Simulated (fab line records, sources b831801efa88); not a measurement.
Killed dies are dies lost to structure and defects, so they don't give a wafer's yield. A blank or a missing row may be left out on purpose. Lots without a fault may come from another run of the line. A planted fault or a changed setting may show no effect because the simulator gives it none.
fab line records | flow sky130
record lots=14 wafers=42 last_day=50
route steps=708 shown POLY_GATE@218 LDD_N@243
lots that met no fault: from a run of the same line without faults
start_h: hours from the record's first day to the start of the lot's first wafer shown | wait_h: hours since the lot's step before | " the same as in the row above | L1.1+2: a row that stands for several wafers | - no value, or no start given | * or withheld: withheld | < > ~ a bound
route shown NAME@n: a module of which the file shows steps, and the number in the route of the first | usual: mean/standard deviation of fault-free wafers | same: alike in all rows | chamber/n: place in a boat | sites: the reading at each site | _std_site: their standard deviation | _edge_site: outer sites' mean less inner sites' | radius_mm: how far each site lies from the wafer's centre | mask NAME#n: copy n | behind: the tool/chamber that last shaped the wafer | hold: why the lot was held/for how many hours/how that ended | device: the transistor (n, p or np) that didn't switch | end of line: the same wafers' tests at the end of the route | a step without rows: its recipe alone | killed: dies lost to structure and defects at the first sort, not the wafer's yield | map: a wafer's dies, x killed, . not, _ none there
set.NAME: the setting as run; set.NAME@STEP: as run at that earlier step | model.NAME: the simulator's own value behind a step, which no gauge read
steps of the route over a sample of lots; a table a step, a row a wafer
services: from which hour (start_h, from the record's first day; less than 0 if before it) a tool's chamber was out of use, for how many hours, and why
## steps
# step SKY_POLY_GATE_THK_MEAS_04
# recipe reads=Si3N4_of_POLY_GATE_CVD_03
# usual POLY_GATE_CVD_03_THK=75.2/0.57
# columns lot.wafer tool chamber start_h wait_h POLY_GATE_CVD_03_THK[nm]
L168.1 film_metro-02 - 338.01 0.0 75.7
L168.4 " - " " 75.3
L168.5 " - " " 74.8
L170.1 film_metro-01 - 356.52 0.0 75.5
L170.5 " - " " 75.9
L170.6 " - " " 75.5
L171.2 film_metro-02 - 365.15 0.0 75.8
L171.3 " - " " 75.4
L171.4 " - " " 75.6
L172.2 film_metro-02 - 367.56 0.0 75.7
L172.3 " - " " 75.7
L172.5 " - " " 75.2
L173.2 film_metro-02 - 391.39 0.0 75.3
L173.3 " - " " 75.9
L173.5 " - " " 75.4
L174.2 film_metro-02 - 399.61 0.0 76.0
L174.3 " - " " 76.5
L174.6 " - " " 76.0
L176.2 film_metro-02 - 415.37 0.0 75.7
L176.3 " - " " 75.6
L176.5 " - " " 75.8
L178.1 film_metro-02 - 436.39 0.0 75.5
L178.3 " - " " 75.4
L178.5 " - " " 75.7
L179.3 film_metro-01 - 443.10 0.0 74.9
L179.5 " - " " 75.2
L179.6 " - " " 75.7
L180.1 film_metro-03 - 451.30 0.0 74.6
L180.2 " - " " 74.9
L180.4 " - " " 74.8
L182.1 film_metro-02 - 466.94 0.0 74.5
L182.2 " - " " 75.1
L182.3 " - " " 75.1
L189.1 film_metro-02 - 523.28 0.0 75.9
L189.3 " - " " 75.6
L189.5 " - " " 75.3
L190.2 film_metro-02 - 527.74 0.0 74.9
L190.3 " - " " 75.0
L190.6 " - " " 74.5
L191.2 film_metro-03 - 539.10 0.0 74.8
L191.3 " - " " 75.0
L191.5 " - " " 75.4
# step SKY_POLY_GATE_OVL_MEAS_14
# usual POLY_GATE_OVL=-3/5.5
# columns lot.wafer tool chamber start_h wait_h POLY_GATE_OVL[nm]
L168.1 overlay-02 - 366.03 0.1 6
L168.4 " - " " -3
L168.5 " - " " 0
L170.1 overlay-01 - 384.24 0.1 -2
L170.5 " - " " -7
L170.6 " - " " 6
L171.2 overlay-02 - 393.35 0.1 -2
L171.3 " - " " -3
L171.4 " - " " -7
L172.2 overlay-02 - 395.62 0.1 -2
L172.3 " - " " -2
L172.5 " - " " 0
L173.2 overlay-01 - 421.69 0.1 -3
L173.3 " - " " -13
L173.5 " - " " -11
L174.2 overlay-01 - 430.09 0.1 -2
L174.3 " - " " 5
L174.6 " - " " -3
L176.2 overlay-01 - 446.93 0.1 -12
L176.3 " - " " -3
L176.5 " - " " -2
L178.1 overlay-01 - 467.73 0.1 5
L178.3 " - " " 10
L178.5 " - " " 8
L179.3 overlay-02 - 474.24 0.1 6
L179.5 " - " " 0
L179.6 " - " " -3
L180.1 overlay-01 - 481.79 0.1 -10
L180.2 " - " " -15
L180.4 " - " " -7
L182.1 overlay-02 - 497.98 0.1 -11
L182.2 " - " " -2
L182.3 " - " " -4
L189.1 overlay-02 - 554.07 0.1 0
L189.3 " - " " -2
L189.5 " - " " 2
L190.2 overlay-01 - 557.88 0.1 -6
L190.3 " - " " -3
L190.6 " - " " -12
L191.2 overlay-02 - 569.74 0.1 3
L191.3 " - " " 1
L191.5 " - " " -4
# step SKY_LDD_N_DEVELOP_06
# recipe develop_time_s=60 dev_temp_c=23
# usual chill_plate_temp_C=22.98/0.11 develop_time_s=60/0
# columns lot.wafer tool chamber start_h wait_h chill_plate_temp_C develop_time_s
L168.1 litho_track-02 0 399.06 0.1 22.81 60
L168.4 " 0 " " 22.95 60
L168.5 " 0 " " 22.89 60
L170.1 litho_track-04 0 416.54 0.1 22.94 60
L170.5 " 0 " " 22.94 60
L170.6 " 0 " " 22.85 60
L171.2 litho_track-02 0 425.03 0.1 23.05 60
L171.3 " 0 " " 23.09 60
L171.4 " 0 " " 22.98 60
L172.2 litho_track-01 0 428.69 0.1 22.95 60
L172.3 " 0 " " 23.02 60
L172.5 " 0 " " 22.93 60
L173.2 litho_track-01 0 454.23 0.1 22.85 60
L173.3 " 0 " " 22.82 60
L173.5 " 0 " " 22.95 60
L174.2 litho_track-04 0 465.16 0.1 23.05 60
L174.3 " 0 " " 23.01 60
L174.6 " 0 " " 23.04 60
L176.2 litho_track-04 0 479.96 0.1 23.29 60
L176.3 " 0 " " 23.22 60
L176.5 " 0 " " 23.19 60
L178.1 litho_track-04 0 501.24 0.1 22.92 60
L178.3 " 0 " " 22.98 60
L178.5 " 0 " " 23.23 60
L179.3 litho_track-01 - 505.61 0.1 - -
L179.5 " - " " - -
L179.6 " - " " - -
L180.1 litho_track-04 - 513.64 0.1 - -
L180.2 " - " " - -
L180.4 " - " " - -
L182.1 litho_track-02 0 529.75 0.1 23.01 60
L182.2 " 0 " " 23.24 60
L182.3 " 0 " " 23.15 60
L189.1 litho_track-02 0 585.35 0.1 23.04 60
L189.3 " 0 " " 23.05 60
L189.5 " 0 " " 23.06 60
L190.2 litho_track-01 0 589.03 0.1 22.89 60
L190.3 " 0 " " 22.97 60
L190.6 " 0 " " 22.85 60
L191.2 litho_track-01 0 599.83 0.1 22.92 60
L191.3 " 0 " " 23.08 60
L191.5 " 0 " " 23.04 60
# step SKY_LDD_N_OVL_MEAS_07
# usual LDD_N_OVL=-0.5/1.4
# columns lot.wafer tool chamber start_h wait_h LDD_N_OVL[nm]
L168.1 overlay-01 - 399.21 0.1 -1.9
L168.4 " - " " -3.4
L168.5 " - " " -1.5
L170.1 overlay-02 - 416.69 0.1 -0.2
L170.5 " - " " -2.0
L170.6 " - " " -2.2
L171.2 overlay-02 - 425.16 0.1 1.0
L171.3 " - " " 0.7
L171.4 " - " " -1.0
L172.2 overlay-01 - 428.82 0.1 -2.7
L172.3 " - " " -1.0
L172.5 " - " " -1.2
L173.2 overlay-02 - 454.37 0.1 -0.3
L173.3 " - " " 2.1
L173.5 " - " " 1.6
L174.2 overlay-02 - 465.29 0.1 0.8
L174.3 " - " " 0.1
L174.6 " - " " -0.7
L176.2 overlay-02 - 480.09 0.1 -2.9
L176.3 " - " " 0.2
L176.5 " - " " -0.9
L178.1 overlay-01 - 501.39 0.1 -1.8
L178.3 " - " " -1.6
L178.5 " - " " -1.1
L179.3 overlay-02 - 505.72 0.1 -
L179.5 " - " " -
L179.6 " - " " -
L180.1 overlay-01 - 513.79 0.1 -
L180.2 " - " " -
L180.4 " - " " -
L182.1 overlay-01 - 529.90 0.1 -1.4
L182.2 " - " " -1.6
L182.3 " - " " -1.8
L189.1 overlay-02 - 585.50 0.1 -2.6
L189.3 " - " " 1.6
L189.5 " - " " -0.1
L190.2 overlay-01 - 589.17 0.1 -1.3
L190.3 " - " " -1.6
L190.6 " - " " -0.5
L191.2 overlay-02 - 599.97 0.1 -1.5
L191.3 " - " " -0.2
L191.5 " - " " 2.1
## services
# columns tool chamber start_h hours kind
litho_track-01 - 482.60 - consumable_replace:filter
## key
first_sign step=SKY_LDD_N_DEVELOP_06 reading=tool_record direction=missing
effect none on later readings
met_at SKY_LDD_N_DEVELOP_06
struck_lots L179,L180
sort_left_out L179.3,L179.5,L179.6,L180.1,L180.2,L180.4
tester_left_out L179,L180
not_acting_at SKY_POLY_GATE_THK_MEAS_04,SKY_POLY_GATE_OVL_MEAS_14,SKY_LDD_N_OVL_MEAS_07
onset_between 501.24 505.61
fault kind=skipped_step_whole tool=litho_track-01,litho_track-04 chamber=- onset_h=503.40 steps=SKY_LDD_N_DEVELOP_06 scope=struck_lots_only
# tester_left_out: of these lots the tester's yield and bins aren't shown, on N5 and GAA mostly nor the transistor test; their killed dies are dies lost to structure and defects alone, not to doping, threshold or leakage, so they don't give the yield
# sort_left_out: the simulated sort isn't trusted on such a fault, so these wafers' sort isn't shown, and their yield isn't known
